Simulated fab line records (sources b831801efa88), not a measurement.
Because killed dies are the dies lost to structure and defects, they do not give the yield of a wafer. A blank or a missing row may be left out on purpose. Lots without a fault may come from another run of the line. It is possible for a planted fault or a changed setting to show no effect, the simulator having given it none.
2 desks, one fault / flow sky130 / only its own numbers are on each desk; what lay behind them is given at the end

## FOR THE TOOL OWNER'S DESK: pvd sputter-01
The tool's own readings at SKY_METAL3_SPUTTER_02 (material AlCu, target thk 735 nm, time 39.1 s): means of the sampled wafers that have a number, for each lot that ran on this tool. Any lot whose mean is over 4 standard deviations away from the usual mean is out of limits and marked OUT; that distance is given in the brackets.
Columns: A = throttle valve pct at SKY_METAL3_SPUTTER_02, usual 30.0 %
lot=L114; first seen here=day 36 09:28; A=31.4
lot=L117; first seen here=day 37 08:24; A=30.3
lot=L120; first seen here=day 39 05:49; A=30.9
lot=L123; first seen here=day 39 14:42; A=30.6
lot=L132; first seen here=day 42 06:04; A=30.4
lot=L134; first seen here=day 42 19:34; A=30.6
lot=L136; first seen here=day 42 23:52; A=30.4
This desk's verdict: no lot among the 7 shows anything out of limits.

## FROM THE METROLOGY DESK
What the gauges read for every lot (on any tool): the sampled wafers with a number, averaged. Any lot whose mean is over 4 standard deviations away from the usual mean is out of limits and marked OUT; that distance is given in the brackets.
Columns: A = CAPM_TIN_RS at SKY_CAPM_RS_MEAS_03, usual 6.88 ohm/sq
lot=L113; first seen here=day 36 01:10; A=6.92
lot=L114; first seen here=day 36 09:45; A=6.92
lot=L115; first seen here=day 36 16:35; A=6.92
lot=L116; first seen here=day 36 23:53; A=7.03
lot=L117; first seen here=day 37 08:44; A=6.86
lot=L120; first seen here=day 39 06:07; A=6.79
lot=L123; first seen here=day 39 14:59; A=6.83
lot=L127; first seen here=day 40 21:37; A=6.88
lot=L129; first seen here=day 41 06:38; A=6.80
lot=L131; first seen here=day 42 01:49; A=6.94
lot=L132; first seen here=day 42 06:23; A=6.77
lot=L134; first seen here=day 42 19:51; A=6.86
lot=L135; first seen here=day 42 20:56; A=6.75
lot=L136; first seen here=day 43 00:10; A=6.89
This desk's verdict: no lot among the 14 shows anything out of limits.

## ALL TOGETHER
The tool owner's desk saw nothing out of limits.
Nothing out of limits was seen by the metrology desk.

## WHAT HAD BEEN PUT IN BY THE SIMULATOR
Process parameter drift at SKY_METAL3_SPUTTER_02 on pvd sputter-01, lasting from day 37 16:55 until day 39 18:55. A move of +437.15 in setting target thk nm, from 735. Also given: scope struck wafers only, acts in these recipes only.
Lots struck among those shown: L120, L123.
